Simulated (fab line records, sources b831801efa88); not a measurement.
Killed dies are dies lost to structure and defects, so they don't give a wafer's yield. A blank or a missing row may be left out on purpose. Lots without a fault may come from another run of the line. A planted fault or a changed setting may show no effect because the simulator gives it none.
Which tool did it? | flow gf180mcu | 13 lots, 39 wafers sampled, at 5 steps of a route of 602

WHAT THE GAUGES READ, wafer by wafer
GF_POLY_GATE_CD_MEAS_10: target cd 280 nm.
lot  | measured     | on        | cd_nm (nm)
L205 | day 9 15:23  | cd_sem-02 | 281.1 281.0 280.3
L206 | day 9 16:24  | cd_sem-01 | 281.9 281.6 281.4
L207 | day 9 21:55  | cd_sem-02 | 283.2 282.2 281.9
L208 | day 10 16:27 | cd_sem-02 | 280.4 280.0 280.5
L210 | day 11 07:35 | cd_sem-01 | 279.3 279.0 279.6
L217 | day 13 03:42 | cd_sem-02 | 281.0 280.2 280.6
L218 | day 13 12:54 | cd_sem-02 | 281.3 280.7 282.1
L219 | day 13 15:06 | cd_sem-02 | 280.2 280.2 282.0
L221 | day 14 08:09 | cd_sem-02 | 278.8 279.3 278.5
L223 | day 14 19:45 | cd_sem-02 | 281.7 282.0 283.4
L224 | day 15 12:49 | cd_sem-02 | 279.5 278.9 279.0
L225 | day 15 13:38 | cd_sem-02 | 281.9 281.7 281.5
L226 | day 15 23:02 | cd_sem-01 | 279.6 279.7 281.0

GF_NSD_CD_MEAS_07: target cd 400 nm.
lot  | measured     | on        | cd_nm (nm)
L205 | day 14 00:28 | cd_sem-02 | 402.7 403.2 403.6
L206 | day 14 01:04 | cd_sem-01 | 397.0 397.0 399.2
L207 | day 14 04:31 | cd_sem-01 | 398.8 395.1 398.2
L208 | day 15 02:13 | cd_sem-02 | 398.0 399.4 399.6
L210 | day 15 16:46 | cd_sem-02 | 401.5 401.6 402.0
L217 | day 17 21:23 | cd_sem-02 | 397.2 395.3 398.7
L218 | day 18 10:45 | cd_sem-02 | 395.3 397.8 397.4
L219 | day 18 11:43 | cd_sem-01 | 397.5 401.1 399.5
L221 | day 19 05:40 | cd_sem-01 | 399.8 401.8 402.1
L223 | day 19 21:14 | cd_sem-02 | 393.0 398.7 394.9
L224 | day 20 14:39 | cd_sem-02 | 400.5 400.5 399.7
L225 | day 20 15:36 | cd_sem-02 | 400.9 402.8 403.6
L226 | day 21 02:28 | cd_sem-01 | 403.4 404.1 404.6

GF_SAB_THK_MEAS_01.
lot  | measured     | on            | SAB_CVD_00_THK (nm)
L205 | day 14 22:47 | film_metro-03 | 49.1 49.2 49.5
L206 | day 14 23:40 | film_metro-03 | 48.7 49.7 50.4
L207 | day 15 02:04 | film_metro-03 | 50.1 49.6 49.8
L208 | day 16 01:33 | film_metro-03 | 49.9 50.4 50.4
L210 | day 16 15:28 | film_metro-03 | 49.5 50.5 50.4
L217 | day 18 22:54 | film_metro-03 | 49.5 48.6 49.3
L218 | day 19 11:43 | film_metro-02 | 49.8 49.4 50.5
L219 | day 19 12:49 | film_metro-03 | 49.3 50.1 50.8
L221 | day 20 07:14 | film_metro-02 | 49.5 49.3 49.8
L223 | day 20 22:34 | film_metro-02 | 49.8 50.0 51.0
L224 | day 21 16:10 | film_metro-02 | 50.1 50.1 50.2
L225 | day 21 17:04 | film_metro-03 | 49.0 49.5 50.9
L226 | day 22 03:20 | film_metro-03 | 49.0 49.4 49.9

WHICH TOOL RAN EACH LOT (tool, then ch and the chambers of the sampled wafers, then the start)
lot  | GF_DUAL_GATE_COAT_06              | GF_DUAL_GATE_STRIP_13
L205 | litho_track-04 ch 0, day 8 10:04  | plasma_asher-03 ch 0,1, day 8 18:52
L206 | litho_track-03 ch 0, day 8 11:44  | plasma_asher-02 ch 0,1, day 8 20:23
L207 | litho_track-03 ch 0, day 8 17:13  | plasma_asher-03 ch 0,1, day 9 01:22
L208 | litho_track-03 ch 0, day 9 08:38  | plasma_asher-02 ch 0,1, day 9 16:51
L210 | litho_track-04 ch 0, day 9 23:34  | plasma_asher-02 ch 0,1, day 10 09:11
L217 | litho_track-01 ch 0, day 11 16:41 | plasma_asher-01 ch 0,1, day 12 02:43
L218 | litho_track-01 ch 0, day 12 05:00 | plasma_asher-01 ch 0,1, day 12 14:30
L219 | litho_track-03 ch 0, day 12 06:14 | plasma_asher-02 ch 0,1, day 12 15:38
L221 | litho_track-04 ch 0, day 12 23:31 | plasma_asher-02 ch 0,1, day 13 09:19
L223 | litho_track-01 ch 0, day 13 08:38 | plasma_asher-01 ch 0,1, day 13 19:40
L224 | litho_track-01 ch 0, day 14 02:03 | plasma_asher-02 ch 0, day 14 12:35
L225 | litho_track-03 ch 0, day 14 02:05 | plasma_asher-03 ch 1, day 14 12:54
L226 | litho_track-03 ch 0, day 14 10:59 | plasma_asher-03 ch 0, day 14 22:25
- GF_DUAL_GATE_COAT_06: resist thk 1000 nm.
- GF_DUAL_GATE_STRIP_13: strips in O2/N2.

WHAT THE TOOLS THEMSELVES READ (means of the sampled wafers that have a number; where no wafer has one, the mark that the record gives instead)
GF_DUAL_GATE_COAT_06.
lot  | tool           | spin_speed_rpm (rpm)
L205 | litho_track-04 | 2999.7
L206 | litho_track-03 | 2999.7
L207 | litho_track-03 | 2631.3
L208 | litho_track-03 | 2629.7
L210 | litho_track-04 | 2999.6
L217 | litho_track-01 | 3000.4
L218 | litho_track-01 | 2999.2
L219 | litho_track-03 | 3001.3
L221 | litho_track-04 | 2998.9
L223 | litho_track-01 | 3001.3
L224 | litho_track-01 | 3001.5
L225 | litho_track-03 | 2999.7
L226 | litho_track-03 | 3001.3

GF_DUAL_GATE_STRIP_13.
lot  | tool            | drypump_motor_current_A (A) | heater_power_w (W) | n2_flow_sccm (sccm) | oes_product_au (a.u.) | strip_time_to_endpoint_s (s)
L205 | plasma_asher-03 | 5.7                         | 333                | 300.3               | 0.713                 | 12.63
L206 | plasma_asher-02 | 6.6                         | 352                | 299.7               | 0.722                 | 12.65
L207 | plasma_asher-03 | 5.7                         | 303                | 300.7               | 0.720                 | 13.32
L208 | plasma_asher-02 | 6.6                         | 358                | 299.5               | 0.716                 | 13.29
L210 | plasma_asher-02 | 6.6                         | 352                | 299.9               | 0.719                 | 12.61
L217 | plasma_asher-01 | 5.9                         | 309                | 299.3               | 0.716                 | 12.64
L218 | plasma_asher-01 | 5.8                         | 317                | 300.6               | 0.714                 | 12.67
L219 | plasma_asher-02 | 6.7                         | 360                | 299.8               | 0.716                 | 12.64
L221 | plasma_asher-02 | 6.6                         | 360                | 299.3               | 0.718                 | 12.64
L223 | plasma_asher-01 | 5.8                         | 312                | 300.6               | 0.714                 | 12.68
L224 | plasma_asher-02 | 6.8                         | 355                | 300.1               | 0.717                 | 12.65
L225 | plasma_asher-03 | 5.7                         | 272                | 300.1               | 0.712                 | 12.57
L226 | plasma_asher-03 | 5.8                         | 369                | 300.4               | 0.716                 | 12.63

THE ANSWER, worked out from the rows above alone
Rule: what is usual is taken from the lots themselves. Put in order of their means at a reading, lots are off if they are a third of the lots or fewer, leave a main group of 4 or more, and stand apart from it by a gap of 3 or more times the standard deviation of the main group's means; of several such gaps the widest counts. A main group whose means are all the same, to the digits that the tables above print for the reading, isn't used. A lot without any number at a reading at which 4 lots or more have one is off too. The other lots that the step has rows for count as sound. The gauges are gone through in route order, then the tools' own readings, and for those a lot's mean is taken as printed above. The first step at which some lot is off is used, and at that step the reading that is off furthest; a lot without a number counts as furthest.
Off: L207, L208, at GF_DUAL_GATE_COAT_06 (spin_speed_rpm). The main group: mean 3000.2 rpm, standard deviation 0.91.
A tool fits if, at that step or a process step before it, it ran every lot that is off, and no sound lot after the first of them. None of those tried fits.

WHAT THE SIMULATOR HAD PUT IN
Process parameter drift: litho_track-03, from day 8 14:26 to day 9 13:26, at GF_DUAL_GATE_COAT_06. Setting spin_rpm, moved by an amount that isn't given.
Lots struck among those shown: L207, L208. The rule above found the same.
